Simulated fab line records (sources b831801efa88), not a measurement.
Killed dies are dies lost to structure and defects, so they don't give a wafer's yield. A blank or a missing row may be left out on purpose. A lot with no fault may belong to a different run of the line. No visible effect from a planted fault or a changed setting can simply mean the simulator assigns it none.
fab line records	flow sky130
record lots=13	wafers=39	lastDay=50
route steps=708 shown PWDE@54 NWELL@67 LDD_N@244 CONTACT@406
lots that met no fault: taken from a fault-free run of the same line
startH: hours from the record's first day to the start of the lot's first wafer shown	waitH: hours elapsed since this lot's preceding step	" unchanged from the row above	L1.1+2: a row that stands for several wafers	- either no value or no given start	* or withheld: withheld	< > ~ a bound
route shown NAME@n: names a module that has steps shown in the file, with the first one's number in the route	usual: mean/standard deviation taken from wafers without a fault	same: alike in all rows	chamber/n: place in a boat	sites: per-site readings	_std_site: standard deviation across them	_edge_site: outer sites' mean less inner sites'	radiusMm: how far each site lies from the wafer's centre	mask NAME#n: copy n	behind: tool/chamber where the wafer was last shaped	hold: what put the lot on hold/how long, in hours/how the hold closed	device: the n, p or np transistor that did not switch	end of line: the tests these same wafers got at the end of their route	step lacking rows: just its recipe	killed: dies that structure and defects cost at the first sort, which is not the same as the wafer's yield	map: dies across one wafer; x = killed, . = not, _ = none there
set.NAME: the setting as run; set.NAME@STEP: as run at that earlier step	model.NAME: the simulator's own value behind a step, which no gauge read
one table for each step of the route and one row for each wafer, over a sample of lots
services: when a tool's chamber went out of use (startH, in hours from the record's first day, below 0 if earlier), for how many hours, and the reason
## steps
# step SKY_PWDE_STRIP_09
# recipe chemistry=O2/N2	powerW=1400	pressureMtorr=1500	platenTempC=withheld	o2FlowSccm=3000	n2FlowSccm=300	overashFraction=0.5
# usual drypumpMotorCurrentA=6.1/0.71	oesProductAu=0.723/0.0047	stripTimeToEndpointS=36.95/0.085
lot.wafer	tool	chamber	startH	waitH	drypumpMotorCurrentA	oesProductAu	rfHoursCounterH	stripTimeToEndpointS
L168.1	plasmaAsher-03	1	71.46	0.1	6.0	0.714	40	37.09
L168.5	"	1	"	"	6.0	0.724	-	37.03
L168.6	"	0	"	"	4.9	0.718	-	37.12
L169.3	plasmaAsher-04	1	72.44	0.1	6.7	0.715	-	37.03
L169.4	"	0	"	"	6.6	0.724	-	37.01
L169.5	"	0	"	"	6.6	0.718	-	36.92
L171.2	plasmaAsher-04	1	84.05	0.1	6.7	0.716	26	36.96
L171.5	"	1	"	"	6.7	0.721	-	36.95
L171.6	"	0	"	"	6.6	0.726	-	36.95
L172.3	plasmaAsher-04	1	92.64	0.1	6.7	0.724	-	37.02
L172.4	"	0	"	"	6.6	0.727	-	37.00
L172.6	"	0	"	"	6.6	0.728	-	36.99
L180.2	plasmaAsher-04	1	133.10	0.1	6.6	0.727	32	36.91
L180.3	"	1	"	"	6.7	0.715	-	36.81
L180.6	"	1	"	"	6.7	0.727	-	36.85
L181.1	plasmaAsher-04	1	152.11	0.1	6.7	0.721	33	37.00
L181.3	"	1	"	"	6.6	0.726	-	36.95
L181.5	"	0	"	"	6.6	0.723	-	37.13
L182.3	plasmaAsher-04	0	152.79	0.1	6.6	0.720	-	36.95
L182.4	"	1	"	"	6.7	0.714	-	36.96
L182.5	"	1	"	"	6.7	0.720	-	36.96
L183.1	plasmaAsher-03	1	158.20	0.1	6.0	0.726	47	36.91
L183.3	"	0	"	"	5.0	0.727	-	37.02
L183.5	"	1	"	"	6.0	0.721	-	36.92
L184.3	plasmaAsher-03	1	161.84	0.1	6.0	0.722	-	37.08
L184.5	"	0	"	"	4.9	0.724	-	37.02
L184.6	"	1	"	"	6.0	0.724	-	36.99
L186.2	plasmaAsher-01	1	169.44	0.1	6.3	0.724	5	36.76
L186.3	"	1	"	"	6.3	0.716	-	36.81
L186.4	"	0	"	"	4.6	0.717	-	36.86
L189.2	plasmaAsher-04	0	186.24	0.1	6.6	0.730	36	37.07
L189.4	"	0	"	"	6.6	0.716	-	36.91
L189.6	"	1	"	"	6.7	0.722	-	36.93
L190.1	plasmaAsher-03	1	195.61	0.1	6.0	0.722	51	36.99
L190.4	"	0	"	"	4.9	0.720	-	36.90
L190.6	"	0	"	"	4.9	0.726	-	36.95
L191.1	plasmaAsher-01	1	198.11	0.1	6.3	0.723	8	37.02
L191.2	"	0	"	"	4.7	0.723	8	37.08
L191.4	"	0	"	"	4.7	0.723	-	37.08
# step SKY_NWELL_STRIP_14
# recipe chemistry=O2/N2	powerW=1400	pressureMtorr=1500	platenTempC=withheld	o2FlowSccm=3000	n2FlowSccm=300	overashFraction=0.5
# usual drypumpMotorCurrentA=5.9/0.59	oesProductAu=0.723/0.0045	stripTimeToEndpointS=36.91/0.1
lot.wafer	tool	chamber	startH	waitH	drypumpMotorCurrentA	oesProductAu	rfHoursCounterH	stripTimeToEndpointS
L168.1	plasmaAsher-02	1	88.16	0.1	5.7	0.725	41	36.91
L168.5	"	1	"	"	5.7	0.732	-	37.05
L168.6	"	0	"	"	5.7	0.721	-	36.87
L169.3	plasmaAsher-02	1	90.03	0.1	5.7	0.720	-	36.78
L169.4	"	0	"	"	5.7	0.723	-	36.78
L169.5	"	0	"	"	5.7	0.719	-	36.80
L171.2	plasmaAsher-02	0	102.35	0.1	5.7	0.727	43	36.88
L171.5	"	0	"	"	5.7	0.726	-	37.01
L171.6	"	1	"	"	5.7	0.718	-	36.81
L172.3	plasmaAsher-02	1	111.09	0.1	5.7	0.923	-	-
L172.4	"	0	"	"	5.7	0.919	-	-
L172.6	"	1	"	"	5.7	0.921	-	-
L180.2	plasmaAsher-03	1	153.14	0.1	6.0	0.716	47	37.09
L180.3	"	1	"	"	6.0	0.730	-	37.02
L180.6	"	0	"	"	4.9	0.716	-	37.01
L181.1	plasmaAsher-03	0	172.76	0.1	4.9	0.720	49	36.88
L181.3	"	0	"	"	4.9	0.725	-	36.76
L181.5	"	1	"	"	6.0	0.716	-	36.88
L182.3	plasmaAsher-04	1	173.03	0.1	6.6	0.725	-	36.89
L182.4	"	0	"	"	6.6	0.713	-	36.90
L182.5	"	1	"	"	6.7	0.723	-	36.77
L183.1	plasmaAsher-04	0	178.90	0.1	6.6	0.724	36	36.94
L183.3	"	0	"	"	6.6	0.719	-	36.90
L183.5	"	0	"	"	6.5	0.721	-	36.85
L184.3	plasmaAsher-03	1	182.18	0.1	6.0	0.724	-	36.93
L184.5	"	1	"	"	6.0	0.721	-	36.96
L184.6	"	0	"	"	4.9	0.728	-	36.88
L186.2	plasmaAsher-03	1	191.09	0.1	6.0	0.722	51	36.90
L186.3	"	0	"	"	4.9	0.717	-	36.93
L186.4	"	1	"	"	5.9	0.730	-	36.85
L189.2	plasmaAsher-02	1	207.79	0.1	5.7	0.725	54	36.90
L189.4	"	1	"	"	5.7	0.713	-	36.82
L189.6	"	0	"	"	5.6	0.720	-	36.89
L190.1	plasmaAsher-04	1	218.10	0.1	6.7	0.721	39	37.05
L190.4	"	0	"	"	6.6	0.725	-	36.89
L190.6	"	0	"	"	6.6	0.720	-	37.00
L191.1	plasmaAsher-04	0	220.80	0.1	6.6	0.723	39	37.00
L191.2	"	1	"	"	6.6	0.719	39	36.96
L191.4	"	0	"	"	6.6	0.727	-	37.02
# step SKY_NWELL_STRIP_25
# recipe chemistry=O2/N2	powerW=1400	pressureMtorr=1500	platenTempC=withheld	o2FlowSccm=3000	n2FlowSccm=300	overashFraction=0.5
# usual drypumpMotorCurrentA=6.0/0.55	oesProductAu=0.722/0.0045	stripTimeToEndpointS=36.89/0.092
lot.wafer	tool	chamber	startH	waitH	drypumpMotorCurrentA	oesProductAu	rfHoursCounterH	stripTimeToEndpointS
L168.1	plasmaAsher-04	1	105.85	0.1	6.7	0.722	28	36.85
L168.5	"	0	"	"	6.6	0.723	-	36.85
L168.6	"	1	"	"	6.7	0.724	-	36.91
L169.3	plasmaAsher-04	0	107.89	0.1	6.6	0.717	-	36.97
L169.4	"	1	"	"	6.6	0.725	-	36.90
L169.5	"	0	"	"	6.6	0.720	-	36.96
L171.2	plasmaAsher-02	0	119.95	0.1	5.7	0.725	46	36.84
L171.5	"	0	"	"	5.7	0.719	-	36.99
L171.6	"	1	"	"	5.6	0.721	-	36.91
L172.3	plasmaAsher-04	0	128.23	0.1	6.6	0.729	-	63.48
L172.4	"	1	"	"	6.7	0.734	-	63.53
L172.6	"	0	"	"	6.6	0.723	-	63.65
L180.2	plasmaAsher-02	0	173.25	0.1	5.7	0.724	51	36.96
L180.3	"	0	"	"	5.7	0.719	-	36.92
L180.6	"	0	"	"	5.7	0.716	-	36.86
L181.1	plasmaAsher-03	1	193.39	0.1	6.0	0.713	51	36.86
L181.3	"	1	"	"	6.0	0.716	-	36.85
L181.5	"	0	"	"	4.9	0.721	-	36.89
L182.3	plasmaAsher-02	0	193.63	0.1	5.6	0.726	-	36.91
L182.4	"	1	"	"	5.7	0.708	-	36.93
L182.5	"	0	"	"	5.7	0.719	-	36.94
L183.1	plasmaAsher-03	1	200.39	0.1	6.0	0.723	52	36.83
L183.3	"	0	"	"	4.9	0.717	-	36.97
L183.5	"	0	"	"	4.9	0.729	-	36.77
L184.3	plasmaAsher-04	0	203.38	0.1	6.6	0.721	-	36.86
L184.5	"	1	"	"	6.7	0.720	-	36.82
L184.6	"	0	"	"	6.6	0.720	-	36.73
L186.2	plasmaAsher-02	1	212.46	0.1	5.7	0.718	55	36.75
L186.3	"	0	"	"	5.7	0.722	-	36.82
L186.4	"	1	"	"	5.7	0.729	-	36.84
L189.2	plasmaAsher-02	1	230.25	0.1	5.6	0.724	57	36.79
L189.4	"	1	"	"	5.7	0.716	-	36.80
L189.6	"	1	"	"	5.7	0.719	-	36.85
L190.1	plasmaAsher-04	1	240.61	0.1	6.7	0.724	41	36.83
L190.4	"	0	"	"	6.6	0.725	-	36.76
L190.6	"	1	"	"	6.7	0.721	-	36.71
L191.1	plasmaAsher-02	0	243.59	0.1	5.7	0.721	58	37.08
L191.2	"	1	"	"	5.7	0.716	58	37.06
L191.4	"	0	"	"	5.7	0.718	-	37.00
# step SKY_NWELL_TW_MEAS_26
# usual NWELL_2_TW=499/3.1
lot.wafer	tool	chamber	startH	waitH	NWELL_2_TW
L168.1	filmMetro-01	-	105.95	0.1	495
L168.5	"	-	"	"	494
L168.6	"	-	"	"	497
L169.3	filmMetro-04	-	107.98	0.1	504
L169.4	"	-	"	"	505
L169.5	"	-	"	"	505
L171.2	filmMetro-01	-	120.06	0.1	495
L171.5	"	-	"	"	494
L171.6	"	-	"	"	495
L172.3	filmMetro-02	-	128.31	0.1	30
L172.4	"	-	"	"	30
L172.6	"	-	"	"	30
L180.2	filmMetro-02	-	173.36	0.1	496
L180.3	"	-	"	"	497
L180.6	"	-	"	"	497
L181.1	filmMetro-01	-	193.49	0.1	495
L181.3	"	-	"	"	495
L181.5	"	-	"	"	495
L182.3	filmMetro-02	-	193.72	0.1	495
L182.4	"	-	"	"	495
L182.5	"	-	"	"	499
L183.1	filmMetro-04	-	200.49	0.1	500
L183.3	"	-	"	"	502
L183.5	"	-	"	"	500
L184.3	filmMetro-04	-	203.47	0.1	499
L184.5	"	-	"	"	502
L184.6	"	-	"	"	505
L186.2	filmMetro-01	-	212.57	0.1	494
L186.3	"	-	"	"	494
L186.4	"	-	"	"	496
L189.2	filmMetro-02	-	230.36	0.1	499
L189.4	"	-	"	"	500
L189.6	"	-	"	"	500
L190.1	filmMetro-02	-	240.71	0.1	497
L190.4	"	-	"	"	495
L190.6	"	-	"	"	498
L191.1	filmMetro-04	-	243.69	0.1	500
L191.2	"	-	"	"	499
L191.4	"	-	"	"	499
# step SKY_LDD_N_OVL_MEAS_07
# usual LDD_N_OVL=-0.3/1.5
lot.wafer	tool	chamber	startH	waitH	LDD_N_OVL[nm]
L168.1	overlay-02	-	394.11	0.1	1.3
L168.5	"	-	"	"	-0.3
L168.6	"	-	"	"	0.1
L169.3	overlay-02	-	402.73	0.1	-1.1
L169.4	"	-	"	"	-0.2
L169.5	"	-	"	"	0.1
L171.2	overlay-01	-	424.08	0.1	0.7
L171.5	"	-	"	"	-0.1
L171.6	"	-	"	"	-0.5
L172.3	overlay-01	-	445.98	0.1	-0.2
L172.4	"	-	"	"	0.5
L172.6	"	-	"	"	2.3
L180.2	overlay-01	-	505.27	0.1	1.1
L180.3	"	-	"	"	-0.6
L180.6	"	-	"	"	0.2
L182.3	overlay-01	-	536.52	0.1	0.1
L182.4	"	-	"	"	1.3
L182.5	"	-	"	"	0.9
L181.1	overlay-01	-	537.71	0.1	0.6
L181.3	"	-	"	"	0.4
L181.5	"	-	"	"	1.3
L183.1	overlay-01	-	547.66	0.1	-1.8
L183.3	"	-	"	"	-1.2
L183.5	"	-	"	"	-1.0
L184.3	overlay-01	-	553.23	0.1	0.5
L184.5	"	-	"	"	0.3
L184.6	"	-	"	"	1.3
L186.2	overlay-02	-	563.51	0.1	-0.1
L186.3	"	-	"	"	0.6
L186.4	"	-	"	"	0.0
L189.2	overlay-01	-	581.82	0.1	0.2
L189.4	"	-	"	"	-2.2
L189.6	"	-	"	"	-1.8
L190.1	overlay-02	-	605.02	0.1	-0.5
L190.4	"	-	"	"	0.1
L190.6	"	-	"	"	1.9
L191.1	overlay-02	-	605.66	0.1	-1.5
L191.2	"	-	"	"	-2.1
L191.4	"	-	"	"	-0.9
# step SKY_CONTACT_CVD_00
# recipe material=Si3N4	targetThkNm=75	tempC=400	timeS=withheld	rfW=450
# usual heaterPowerW=738/100
lot.wafer	tool	chamber	startH	waitH	heaterPowerW
L168.1	pecvd-04	1	700.24	0.0	620
L168.5	"	0	"	"	762
L168.6	"	1	"	"	617
L169.3	pecvd-04	1	705.76	0.0	656
L169.4	"	0	"	"	881
L169.5	"	1	"	"	674
L171.2	pecvd-02	0	726.03	0.0	819
L171.5	"	1	"	"	688
L171.6	"	2	"	"	651
L172.3	pecvd-04	2	745.04	0.0	749
L172.4	"	1	"	"	747
L172.6	"	2	"	"	762
L180.2	pecvd-04	1	798.21	0.0	584
L180.3	"	2	"	"	864
L180.6	"	0	"	"	933
L182.3	pecvd-04	0	824.12	0.0	784
L182.4	"	0	"	"	792
L182.5	"	1	"	"	696
L181.1	pecvd-02	0	824.98	0.0	810
L181.3	"	2	"	"	650
L181.5	"	2	"	"	634
L183.1	pecvd-01	1	833.48	0.0	685
L183.3	"	2	"	"	529
L183.5	"	2	"	"	534
L184.3	pecvd-04	1	838.98	0.0	648
L184.5	"	1	"	"	659
L184.6	"	0	"	"	745
L186.2	pecvd-04	0	847.17	0.0	868
L186.3	"	2	"	"	808
L186.4	"	1	"	"	633
L189.2	pecvd-01	1	864.94	0.0	773
L189.4	"	0	"	"	767
L189.6	"	1	"	"	760
L190.1	pecvd-02	1	882.46	0.0	869
L190.4	"	2	"	"	573
L190.6	"	0	"	"	856
L191.1	pecvd-02	0	884.92	0.0	776
L191.2	"	2	"	"	649
L191.4	"	2	"	"	636
## services
tool	chamber	startH	hours	kind
plasmaAsher-03	-	105.39	0.7	repair
plasmaAsher-03	-	111.68	6.3	repair
plasmaAsher-03	-	118.01	2.8	pm
plasmaAsher-03	-	139.97	1.3	repair
plasmaAsher-04	-	154.96	2.6	repair
plasmaAsher-03	-	280.30	14.6	pm
plasmaAsher-02	-	294.00	2.8	pm
plasmaAsher-04	-	326.82	1.9	repair
pecvd-04	-	332.25	1.9	repair
pecvd-04	-	379.21	2.7	repair
pecvd-04	1	401.72	10.3	repair
plasmaAsher-02	-	421.25	9.0	pm
plasmaAsher-03	-	435.54	1.8	repair
plasmaAsher-04	-	548.04	1.5	repair
pecvd-04	2	550.01	4.4	repair
plasmaAsher-03	-	574.51	13.9	repair
pecvd-04	-	596.93	2.8	pm
plasmaAsher-04	-	600.74	2.0	repair
plasmaAsher-02	-	638.97	0.8	repair
pecvd-04	0	639.13	6.3	repair
plasmaAsher-02	-	644.50	14.6	pm
plasmaAsher-03	-	733.75	9.0	pm
plasmaAsher-02	-	758.76	0.7	repair
plasmaAsher-03	-	805.87	1.7	repair
## key
firstSign step=SKY_NWELL_STRIP_14	reading=oesProductAu	direction=up	sigmas=44	usual=0.723	struck=0.921
effect step=SKY_NWELL_STRIP_25	reading=stripTimeToEndpointS	direction=up	sigmas=99+	usual=*	struck=*
effect step=SKY_NWELL_TW_MEAS_26	reading=NWELL_2_TW	direction=down	sigmas=99+	usual=499	struck=30
metAt SKY_NWELL_STRIP_14
struckLots L172
sortLeftOut L172.3,L172.4,L172.6
testerLeftOut L172
notActingAt SKY_PWDE_STRIP_09,SKY_LDD_N_OVL_MEAS_07,SKY_CONTACT_CVD_00
onsetBetween 102.35 111.09
fault kind=stripAborted	tool=plasmaAsher-02	chamber=-	onsetH=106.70	steps=SKY_NWELL_STRIP_14	offset=0.81777	endH=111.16
# testerLeftOut: of these lots the tester's yield and bins aren't shown, on N5 and GAA mostly nor the transistor test; their killed dies are dies lost to structure and defects alone, not to doping, threshold or leakage, so they don't give the yield
# sortLeftOut: the simulated sort isn't trusted on such a fault, so these wafers' sort isn't shown, and their yield isn't known
